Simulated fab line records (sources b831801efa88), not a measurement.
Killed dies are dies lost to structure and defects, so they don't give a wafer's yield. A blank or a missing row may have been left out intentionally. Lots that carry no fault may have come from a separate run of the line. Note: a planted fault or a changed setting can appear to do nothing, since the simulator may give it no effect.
A lot that was struck, set against a sound lot    flow sky130    26 steps out of a route of 708
Sound: the wafers L921.1, L921.2, L921.4. Wafers L915.1, L915.2, L915.4 were the ones struck. The cause is given at the end.
At each step with rows: each side's tool, then ch and its chambers, then its first start. Under that, the readings that differ: sound wafers    struck wafers    difference of the means    sigmas: that difference in standard deviations of wafers without a fault.
alike: readings with means less than 2 such deviations apart, plus words and numbers identical on both sides. not compared: withheld readings, readings lacking a value on some wafer, bounds such as >300 that could conceal the same value, and numbers that have no deviation in the record and whose values overlap.
A row with sigmas, a row that says differs or no value, or rows on one side alone: a step with any of these is where the two part. Numbers that don't overlap but have no deviation are shown without sigmas and don't part them. A reading that every wafer of one side lacks parts them only if that side has two wafers or more.

first, 3 steps without rows for these wafers: SKY_CAPM_EXPOSE_09 (exposes mask CAPM, target cd 1000 nm); SKY_CAPM_PEB_10; SKY_CAPM_DEVELOP_11 (develop time 60 s).
SKY_CAPM_OVL_MEAS_12:
  sound on overlay-02 at day 43 11:44; struck on overlay-01 at day 41 15:29
  alike: CAPM_OVL
SKY_CAPM_METAL_ETCH_13: etches TiN in Cl2/BCl3, stops on SiO2, target depth 220 nm, time 62.9 s.
  sound on rieMetal-03 ch 0,1, day 43 11:47; struck on rieMetal-04 ch 0,1, day 41 15:32
  alike: drypumpMotorCurrentA, oesProductAu, throttleValvePct
  not compared: rfHoursCounterH
SKY_CAPM_STRIP_14: strips in O2/N2.
  sound on plasmaAsher-02 ch 0,1, day 43 11:51; struck on plasmaAsher-02 ch 0,1, day 41 15:36
  alike: drypumpMotorCurrentA, oesProductAu, stripTimeToEndpointS
  not compared: rfHoursCounterH
then, 6 steps without rows for these wafers: SKY_CAPM_STRIP_15 (strips in post etch residue remover, time 1200 s); SKY_CAPM_CLEAN_16 (cleans in IPA, time 180 s); SKY_CAPM_CLEAN_17 (cleans in O3/DIW); SKY_METAL3_DEHYDRATE_05 (time 60 s); SKY_METAL3_HMDS_06 (prime time 60 s); SKY_METAL3_COAT_07 (resist thk 60 nm).
SKY_METAL3_COAT_08: resist thk 1140 nm.
  sound on lithoTrack-03 ch 0, day 43 23:00; struck on lithoTrack-02 ch 0, day 42 03:00
reading                                       sound           struck          difference  sigmas
model.KrF-thick_of_METAL3_COAT_08.thkNm (nm)  1139 1138 1141  1255 1257 1259  +118        
  alike: spinSpeedRpm
then, 4 steps without rows for these wafers: SKY_METAL3_SOFTBAKE_09 (time 90 s); SKY_METAL3_EXPOSE_10 (exposes mask MM3, target cd 300 nm); SKY_METAL3_PEB_11; SKY_METAL3_DEVELOP_12 (develop time 60 s).
SKY_METAL3_CD_MEAS_13: target cd 300 nm.
  sound on cdSem-01 at day 44 10:46; struck on cdSem-01 at day 42 15:56
  alike: cdNm
SKY_METAL3_OVL_MEAS_14:
  sound on overlay-01 at day 44 10:53; struck on overlay-02 at day 42 16:03
  alike: METAL3_OVL
SKY_METAL3_DESCUM_15: chemistry O2, time 8 s.
  sound on rieMetal-04 ch 0,1, day 44 10:55; struck on rieMetal-03 ch 0,1, day 42 16:05
reading                 sound              struck             difference  sigmas
model.METAL3.cdNm (nm)  299.5 299.2 300.1  302.6 301.6 301.7  +2.4        
  alike: drypumpMotorCurrentA, oesProductAu, tempC
  not compared: rfHoursCounterH
SKY_METAL3_ETCH_16: etches BARC in N2/H2, stops on SiO2, time 88.2 s, target depth 60 nm.
  sound on rieMetal-04 ch 0,1, day 44 10:57; struck on rieMetal-03 ch 0,1, day 42 16:07
  alike: drypumpMotorCurrentA, oesProductAu, throttleValvePct
  not compared: rfHoursCounterH
SKY_METAL3_ETCH_17: etches SiO2 in C4F8/O2/Ar, stops on TiN, time 3.9 s, target depth 15 nm.
  sound on rieDiel-02 ch 0,1,2, day 44 11:03; struck on rieDiel-02 ch 1,2,3, day 42 16:13
  alike: oesProductAu
  not compared: rfHoursCounterH
SKY_METAL3_METAL_ETCH_18: etches the open film in Cl2/BCl3, stops on SiO2, target depth 845 nm, time 183.1 s.
  sound on rieMetal-02 ch 0,1, day 44 11:04; struck on rieMetal-04 ch 0,1, day 42 16:14
reading                                       sound              struck             difference  sigmas
model.KrF-thick_of_METAL3_COAT_08.thkNm (nm)  544.7 514.5 511.7  645.3 654.7 643.3  +124.1      
  alike: drypumpMotorCurrentA, oesProductAu, throttleValvePct
  not compared: rfHoursCounterH
SKY_METAL3_STRIP_19: strips in O2/N2.
  sound on plasmaAsher-02 ch 0,1, day 44 11:14; struck on plasmaAsher-03 ch 0,1, day 42 16:25
reading                   sound              struck             difference  sigmas
drypumpMotorCurrentA (A)  5.0 4.8 4.8        6.5 6.7 6.5        +1.7        +2
oesProductAu (a.u.)       0.507 0.498 0.492  0.554 0.556 0.539  +0.051      +8
stripTimeToEndpointS (s)  6.72 6.41 6.39     7.71 7.80 7.68     +1.22       +11
  not compared: rfHoursCounterH
then, 1 step without rows for these wafers: SKY_METAL3_STRIP_20 (strips in post etch residue remover, time 1200 s).
-- the record jumps here: 7 days lie between the struck wafers' starts before and after (it left off in module METAL3 and takes up again in module PAD_OPEN, whose first step shown is number 708 of the route) --
SKY_PAD_OPEN_PROBE_99:
  sound on prober-01 at day 50 11:13; struck on prober-01 at day 49 05:37
reading                 sound           struck          difference  sigmas
defectLimitedYield (%)  86.2 87.0 82.3  79.9 80.9 79.1  -5.2        -2
killedDies              68 64 87        99 94 103       +26         +2
killedOpen              34 27 53        58 50 54        +16         +2
sort_bin_6_memory (%)   5.7 3.9 4.7     7.3 7.3 8.5     +2.9        +3
sortNPass               424 428 405     393 398 389     -26         -2
sortYieldPct (%)        86.2 87.0 82.3  79.9 80.9 79.1  -5.2        -2
  alike: killed_at_M0_to_M3, killed_at_M4_up, killedAtContacts, killedAtFrontEnd, killedAtOther, killedShort, sort_bin_3_pad_short, sort_bin_5_function

== WHERE THEY PART ==
At SKY_METAL3_STRIP_19 first; at SKY_PAD_OPEN_PROBE_99 last (within this record only).

WHY: what the simulator had put in
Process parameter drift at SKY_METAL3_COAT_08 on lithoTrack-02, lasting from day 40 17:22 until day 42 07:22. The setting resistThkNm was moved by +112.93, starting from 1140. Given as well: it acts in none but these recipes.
